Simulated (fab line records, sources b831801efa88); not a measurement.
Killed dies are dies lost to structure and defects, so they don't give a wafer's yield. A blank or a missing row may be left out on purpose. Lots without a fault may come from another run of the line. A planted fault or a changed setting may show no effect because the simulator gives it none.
fab line records | flow sky130
record lots=13 wafers=39 last_day=49
route steps=708 shown NWELL@68 SONOS_ONO@180 LDD_HVP@287 PAD_OPEN@708
lots that met no fault: from a run of the same line without faults
start_h: hours from the record's first day to the start of the lot's first wafer shown | wait_h: hours since the lot's step before | " the same as in the row above | L1.1+2: a row that stands for several wafers | - no value, or no start given | * or withheld: withheld | < > ~ a bound
route shown NAME@n: a module of which the file shows steps, and the number in the route of the first | usual: mean/standard deviation of fault-free wafers | same: alike in all rows | chamber/n: place in a boat | sites: the reading at each site | _std_site: their standard deviation | _edge_site: outer sites' mean less inner sites' | radius_mm: how far each site lies from the wafer's centre | mask NAME#n: copy n | behind: the tool/chamber that last shaped the wafer | hold: why the lot was held/for how many hours/how that ended | device: the transistor (n, p or np) that didn't switch | end of line: the same wafers' tests at the end of the route | a step without rows: its recipe alone | killed: dies lost to structure and defects at the first sort, not the wafer's yield | map: a wafer's dies, x killed, . not, _ none there
set.NAME: the setting as run; set.NAME@STEP: as run at that earlier step | model.NAME: the simulator's own value behind a step, which no gauge read
steps of the route over a sample of lots; a table a step, a row a wafer
services: from which hour (start_h, from the record's first day; less than 0 if before it) a tool's chamber was out of use, for how many hours, and why
## steps
# step SKY_NWELL_TW_MEAS_15
# usual NWELL_TW=1798/17
# columns lot.wafer tool chamber start_h wait_h NWELL_TW
L558.1 film_metro-04 - 86.09 0.1 1825
L558.5 " - " " 1821
L558.6 " - " " 1808
L559.2 film_metro-04 - 94.26 0.1 1813
L559.3 " - " " 1816
L559.6 " - " " 1817
L560.1 film_metro-03 - 104.74 0.1 1800
L560.4 " - " " 1809
L560.5 " - " " 1801
L563.1 film_metro-04 - 114.29 0.1 1825
L563.2 " - " " 1819
L563.6 " - " " 1826
L564.2 film_metro-04 - 120.31 0.1 1813
L564.3 " - " " 1819
L564.4 " - " " 1819
L565.1 film_metro-01 - 126.85 0.1 1783
L565.3 " - " " 1786
L565.4 " - " " 1794
L570.1 film_metro-04 - 154.59 0.1 1802
L570.3 " - " " 1809
L570.4 " - " " 1805
L571.1 film_metro-04 - 160.79 0.1 1790
L571.3 " - " " 1800
L571.4 " - " " 1796
L572.3 film_metro-01 - 168.86 0.1 1777
L572.4 " - " " 1775
L572.6 " - " " 1783
L573.1 film_metro-03 - 175.64 0.1 1808
L573.2 " - " " 1798
L573.5 " - " " 1802
L574.1 film_metro-01 - 183.39 0.1 1782
L574.4 " - " " 1773
L574.5 " - " " 1772
L576.1 film_metro-04 - 195.65 0.1 1806
L576.3 " - " " 1801
L576.4 " - " " 1800
L579.1 film_metro-03 - 206.74 0.1 1813
L579.4 " - " " 1802
L579.5 " - " " 1811
# step SKY_SONOS_ONO_DEVELOP_12
# recipe develop_time_s=60 dev_temp_c=23
# usual developer_temp_C=23.00/0.11 exhaust_pa=45.0/0.86
# columns lot.wafer tool chamber start_h wait_h developer_temp_C exhaust_pa
L558.1 litho_track-04 0 274.20 0.1 23.03 45.0
L558.5 " 0 " " 22.85 45.0
L558.6 " 0 " " 22.91 44.9
L559.2 litho_track-03 0 286.43 0.1 22.93 44.2
L559.3 " 0 " " 22.94 43.8
L559.6 " 0 " " 22.87 45.0
L560.1 litho_track-04 0 301.30 0.1 23.13 45.2
L560.4 " 0 " " 23.17 44.8
L560.5 " 0 " " 23.00 44.9
L564.2 litho_track-03 0 405.43 0.1 23.03 45.5
L564.3 " 0 " " 23.05 46.5
L564.4 " 0 " " 23.03 45.5
L563.1 litho_track-04 0 405.90 0.1 23.92 46.8
L563.2 " 0 " " 23.69 45.6
L563.6 " 0 " " 23.83 45.1
L565.1 litho_track-04 0 406.85 0.1 23.84 44.6
L565.3 " 0 " " 23.94 43.6
L565.4 " 0 " " 23.91 43.1
L570.1 litho_track-04 0 414.50 0.1 24.11 44.9
L570.3 " 0 " " 24.05 44.7
L570.4 " 0 " " 24.08 44.6
L571.1 litho_track-03 0 414.66 0.1 22.99 44.9
L571.3 " 0 " " 22.98 45.9
L571.4 " 0 " " 22.92 45.5
L572.3 litho_track-02 0 414.79 0.1 22.98 46.0
L572.4 " 0 " " 22.95 45.7
L572.6 " 0 " " 22.93 45.1
L573.1 litho_track-02 0 416.19 0.1 23.18 45.4
L573.2 " 0 " " 23.08 44.3
L573.5 " 0 " " 23.14 44.2
L574.1 litho_track-02 0 416.49 0.1 22.91 44.9
L574.4 " 0 " " 22.98 45.7
L574.5 " 0 " " 22.87 45.9
L576.1 litho_track-02 0 428.19 0.1 23.23 44.9
L576.3 " 0 " " 23.02 46.8
L576.4 " 0 " " 23.17 44.7
L579.1 litho_track-03 0 438.05 0.1 22.92 43.5
L579.4 " 0 " " 22.86 44.1
L579.5 " 0 " " 23.02 43.8
# step SKY_LDD_HVP_STRIP_09
# recipe chemistry=O2/N2 power_w=1400 pressure_mtorr=1500 platen_temp_c=withheld o2_flow_sccm=3000 n2_flow_sccm=300 overash_fraction=0.5
# usual drypump_motor_current_A=5.5/0.44 n2_flow_sccm=299.9/0.95 oes_product_au=0.409/0.0045 strip_time_to_endpoint_s=4.133/0.015
# columns lot.wafer tool chamber start_h wait_h drypump_motor_current_A n2_flow_sccm oes_product_au rf_hours_counter_h strip_time_to_endpoint_s
L558.1 plasma_asher-01 0 489.98 0.1 5.3 301.5 0.403 37 4.158
L558.5 " 1 " " 5.6 300.2 0.409 - 4.137
L558.6 " 0 " " 5.3 299.7 0.405 - 4.177
L559.2 plasma_asher-03 1 491.88 0.1 5.0 299.1 0.405 6 4.147
L559.3 " 1 " " 4.9 299.1 0.415 - 4.112
L559.6 " 0 " " 5.8 300.7 0.414 - 4.108
L560.1 plasma_asher-04 1 538.04 0.1 6.5 300.1 0.412 83 4.137
L560.4 " 0 " " 5.3 299.9 0.415 - 4.144
L560.5 " 1 " " 6.5 301.4 0.406 - 4.124
L563.1 plasma_asher-01 0 626.79 0.1 5.3 301.2 0.401 51 4.134
L563.2 " 1 " " 5.6 300.5 0.403 51 4.131
L563.6 " 0 " " 5.3 300.1 0.410 - 4.135
L564.2 plasma_asher-04 0 628.38 0.1 5.3 300.0 0.413 92 4.125
L564.3 " 0 " " 5.3 301.7 0.411 - 4.114
L564.4 " 1 " " 6.5 299.2 0.419 - 4.119
L565.1 plasma_asher-04 0 628.64 0.1 5.3 300.0 0.407 92 4.131
L565.3 " 0 " " 5.3 298.7 0.411 - 4.157
L565.4 " 1 " " 6.4 299.5 0.407 - 4.116
L570.1 plasma_asher-01 1 632.64 0.1 5.6 300.1 0.411 51 4.143
L570.3 " 0 " " 5.3 300.2 0.409 - 4.156
L570.4 " 1 " " 5.6 299.1 0.411 - 4.149
L572.3 plasma_asher-04 1 636.83 0.1 6.5 298.6 0.408 - 4.111
L572.4 " 0 " " 5.2 299.9 0.411 - 4.122
L572.6 " 1 " " 6.5 299.4 0.406 - 4.134
L571.1 plasma_asher-01 0 637.48 0.1 5.3 299.9 0.406 52 4.152
L571.3 " 1 " " 5.6 300.8 0.404 - 4.136
L571.4 " 0 " " 5.3 299.2 0.411 - 4.152
L573.1 plasma_asher-03 0 637.78 0.1 5.8 297.4 0.405 20 4.113
L573.2 " 1 " " 4.9 299.5 0.413 20 4.129
L573.5 " 0 " " 5.8 298.6 0.395 - 4.115
L574.1 plasma_asher-01 0 638.34 0.1 5.3 299.7 0.397 52 4.147
L574.4 " 1 " " 5.6 299.4 0.408 - 4.135
L574.5 " 0 " " 5.3 300.5 0.404 - 4.132
L576.1 plasma_asher-01 1 645.34 0.1 5.6 300.0 0.408 53 4.134
L576.3 " 0 " " 5.3 299.4 0.415 - 4.154
L576.4 " 1 " " 5.6 300.3 0.417 - 4.144
L579.1 plasma_asher-03 0 659.74 0.1 5.8 300.8 0.405 22 4.134
L579.4 " 1 " " 5.0 299.3 0.408 - 4.129
L579.5 " 1 " " 4.9 298.9 0.415 - 4.126
# step SKY_LDD_HVP_TW_MEAS_10
# usual LDD_HVP_TW=452/3.2
# columns lot.wafer tool chamber start_h wait_h LDD_HVP_TW
L558.1 film_metro-01 - 490.08 0.1 447
L558.5 " - " " 448
L558.6 " - " " 449
L559.2 film_metro-01 - 491.99 0.1 450
L559.3 " - " " 449
L559.6 " - " " 449
L560.1 film_metro-04 - 538.14 0.1 458
L560.4 " - " " 455
L560.5 " - " " 458
L563.1 film_metro-04 - 626.89 0.1 451
L563.2 " - " " 454
L563.6 " - " " 453
L564.2 film_metro-01 - 628.49 0.1 448
L564.3 " - " " 448
L564.4 " - " " 450
L565.1 film_metro-01 - 628.74 0.1 449
L565.3 " - " " 451
L565.4 " - " " 446
L570.1 film_metro-01 - 632.74 0.1 447
L570.3 " - " " 451
L570.4 " - " " 448
L572.3 film_metro-02 - 636.91 0.1 452
L572.4 " - " " 455
L572.6 " - " " 455
L571.1 film_metro-04 - 637.58 0.1 453
L571.3 " - " " 453
L571.4 " - " " 453
L573.1 film_metro-04 - 637.88 0.1 453
L573.2 " - " " 452
L573.5 " - " " 451
L574.1 film_metro-01 - 638.44 0.1 447
L574.4 " - " " 448
L574.5 " - " " 451
L576.1 film_metro-02 - 645.44 0.1 457
L576.3 " - " " 457
L576.4 " - " " 455
L579.1 film_metro-02 - 659.84 0.1 456
L579.4 " - " " 452
L579.5 " - " " 458
# step SKY_PAD_OPEN_PROBE_99
# usual killed_at_M0_to_M3=42/7.3 killed_at_M4_up=3.4/2 killed_at_contacts=24/5.8 killed_at_front_end=15/4.6 killed_at_other=0.3/0.62 killed_dies=84/9.8 killed_open=47/6.9 killed_short=38/6.3
# same gross_dies=492 killed_at_back_side=0
# columns lot.wafer tool chamber start_h wait_h killed_at_M0_to_M3 killed_at_M4_up killed_at_contacts killed_at_front_end killed_at_other killed_dies killed_open killed_short
L572.6 prober-02 - 1171.45 0.2 52 6 27 16 3 104 64 40
# killed by level:class
L572.6 VIA1:geometric_particle:open=13 CONTACT:geometric_particle:open=11 METAL2:geometric_particle:short=9 LI_CONTACT:geometric_particle:open=7 VIA2:geometric_particle:open=6 POLY_GATE:geometric_particle:open=5 VIA3:geometric_particle:open=5 METAL1:geometric_particle:open=4
## services
# columns tool chamber start_h hours kind
plasma_asher-03 - 272.52 4.3 pm
plasma_asher-03 - 361.22 1.5 repair
plasma_asher-04 - 381.83 20.0 repair
plasma_asher-04 - 382.02 2.9 repair
plasma_asher-03 - 421.25 9.0 pm
plasma_asher-03 0 421.25 9.0 vent_cycle
plasma_asher-03 1 421.25 9.0 vent_cycle
plasma_asher-03 0 430.25 - clean
plasma_asher-03 1 430.25 - clean
plasma_asher-01 - 476.17 0.9 repair
plasma_asher-04 - 487.82 4.0 pm
plasma_asher-04 - 529.23 0.4 repair
plasma_asher-04 - 557.51 2.8 pm
plasma_asher-04 - 579.41 1.6 repair
plasma_asher-01 - 657.00 40.0 repair
## key
first_sign step=SKY_SONOS_ONO_DEVELOP_12 reading=developer_temp_C direction=up sigmas=8.4 usual=* struck=*
effect none on later readings
met_at SKY_SONOS_ONO_DEVELOP_12
struck_lots L563,L565,L570
tester_left_out L563,L565,L570
not_acting_at SKY_NWELL_TW_MEAS_15,SKY_LDD_HVP_STRIP_09,SKY_LDD_HVP_TW_MEAS_10
onset_between 301.30 405.90
fault kind=process_parameter_drift tool=litho_track-04 chamber=- onset_h=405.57 steps=SKY_SONOS_ONO_DEVELOP_12 channel=dev_temp_c offset=* shape=step end_h=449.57 acts_in=* stated=*
# tester_left_out: of these lots the tester's yield and bins aren't shown, on N5 and GAA mostly nor the transistor test; their killed dies are dies lost to structure and defects alone, not to doping, threshold or leakage, so they don't give the yield
